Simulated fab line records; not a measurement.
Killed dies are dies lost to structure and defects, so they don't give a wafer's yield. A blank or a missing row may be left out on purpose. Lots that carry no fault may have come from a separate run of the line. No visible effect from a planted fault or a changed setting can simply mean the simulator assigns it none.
A struck lot beside a sound one || flow sky130 || 16 out of 708 route steps
Sound: the wafers L653.2, L653.4, L653.6. Wafers L663.3, L663.5, L663.6 were the ones struck. The cause comes at the end.
For every step that has rows: the tool of each side, followed by ch and its chambers, followed by its first start. Under that, the readings that differ: sound wafers || struck wafers || difference of the means || sigmas: that difference in standard deviations of wafers without a fault.
alike: same words and numbers on both sides, and readings whose means sit less than 2 such deviations apart. not compared: any withheld reading, any reading some wafer has no value for, any bound like >300 that may hide the same value, and any number with overlapping values for which the record gives no deviation.
The two part at a step that has a row with sigmas, a row that says differs or no value, or rows on one side only. Numbers that don't overlap but have no deviation are shown without sigmas and don't part them. A reading missing from all wafers of one side parts the sides only when that side holds two or more wafers.

first, 8 steps without rows for these wafers: SKY_METAL1_DEHYDRATE_07 (time 60 s); SKY_METAL1_HMDS_08 (prime time 60 s); SKY_METAL1_COAT_09 (resist thk 60 nm); SKY_METAL1_COAT_10 (resist thk 450 nm); SKY_METAL1_SOFTBAKE_11 (time 90 s); SKY_METAL1_EXPOSE_12 (exposes mask MM1, target cd 140 nm); SKY_METAL1_PEB_13; SKY_METAL1_DEVELOP_14 (develop time 60 s).
SKY_METAL1_CD_MEAS_15: target cd 140 nm.
  sound on cd_sem-02 at day 35 14:05; struck on cd_sem-02 at day 38 18:13
  alike: cd_nm
SKY_METAL1_OVL_MEAS_16:
  sound on overlay-02 at day 35 14:12; struck on overlay-01 at day 38 18:18
  alike: METAL1_OVL
SKY_METAL1_DESCUM_17: chemistry O2, time 8 s.
  sound on rie_metal-03 ch 0, day 35 14:14; struck on rie_metal-04 ch 0,1, day 38 18:20
  alike: drypump_motor_current_A, he_backside_leak_sccm, oes_product_au
  not compared: rf_hours_counter_h
SKY_METAL1_ETCH_18: etches BARC in N2/H2, stops on SiO2, time 45.9 s, target depth 60 nm.
  sound on rie_metal-03 ch 0, day 35 14:16; struck on rie_metal-04 ch 0,1, day 38 18:23
{"reading": "bias_w (W)", "sound": "99.77 99.97 99.77", "struck": "100.54 100.78 100.06", "difference": "+0.62", "sigmas": "+2"}
  alike: drypump_motor_current_A, he_backside_leak_sccm, oes_product_au, run_length_s, throttle_valve_pct
  not compared: rf_hours_counter_h
SKY_METAL1_METAL_ETCH_19: etches the open film in Cl2/BCl3, stops on SiO2, target depth 360 nm, time 78 s.
  sound on rie_metal-03 ch 0, day 35 14:19; struck on rie_metal-04 ch 0,1, day 38 18:27
{"reading": "bias_w (W)", "sound": "48.50 48.51 48.50", "struck": "- - -", "difference": "no value on the struck wafers", "sigmas": ""}
{"reading": "he_backside_leak_sccm (sccm)", "sound": "3.03 3.05 2.98", "struck": "3.52 3.58 3.32", "difference": "+0.45", "sigmas": "+2"}
{"reading": "oes_product_au (a.u.)", "sound": "0.856 0.855 0.860", "struck": "0.984 0.993 0.982", "difference": "+0.129", "sigmas": "+24"}
{"reading": "run_length_s (s)", "sound": "105.9 106.0 106.3", "struck": "94.7 94.7 95.4", "difference": -11.1, "sigmas": -23}
{"reading": "model.KrF-thick_of_METAL1_COAT_10.thk_nm (nm)", "sound": "153.8 150.8 154.5", "struck": "190.4 191.7 190", "difference": "+37.7", "sigmas": ""}
  alike: drypump_motor_current_A, throttle_valve_pct
  not compared: rf_hours_counter_h
SKY_METAL1_STRIP_20: strips in O2/N2.
  sound on plasma_asher-01 ch 1, day 35 14:25; struck on plasma_asher-01 ch 0,1, day 38 18:32
{"reading": "oes_product_au (a.u.)", "sound": "0.348 0.345 0.334", "struck": "0.355 0.371 0.349", "difference": "+0.016", "sigmas": "+3"}
{"reading": "strip_time_to_endpoint_s (s)", "sound": "2.65 2.61 2.65", "struck": "3.02 3.05 3.02", "difference": "+0.39", "sigmas": "+7"}
  alike: drypump_motor_current_A
  not compared: rf_hours_counter_h
then, 1 step without rows for these wafers: SKY_METAL1_STRIP_21 (strips in post etch residue remover, time 1200 s).
-- the record jumps here: 11 days lie between the struck wafers' starts before and after (it left off in module METAL1 and takes up again in module PAD_OPEN, whose first step shown is number 708 of the route) --
SKY_PAD_OPEN_PROBE_99:
  sound on prober-02 at day 48 00:23; struck on prober-01 at day 50 06:13
  alike: defect_limited_yield, killed_at_M0_to_M3, killed_at_M4_up, killed_at_contacts, killed_at_front_end, killed_at_other, killed_dies, killed_on_rim, killed_open, killed_short, sort_bin_3_pad_short, sort_bin_5_function, sort_bin_6_memory, sort_n_pass, sort_yield_pct

## WHERE THEY PART
Last at SKY_METAL1_STRIP_20 as far as this record goes, first at SKY_METAL1_ETCH_18. Later steps at which nothing parts them and some readings are alike: SKY_PAD_OPEN_PROBE_99.

WHY: whatever the simulator had introduced
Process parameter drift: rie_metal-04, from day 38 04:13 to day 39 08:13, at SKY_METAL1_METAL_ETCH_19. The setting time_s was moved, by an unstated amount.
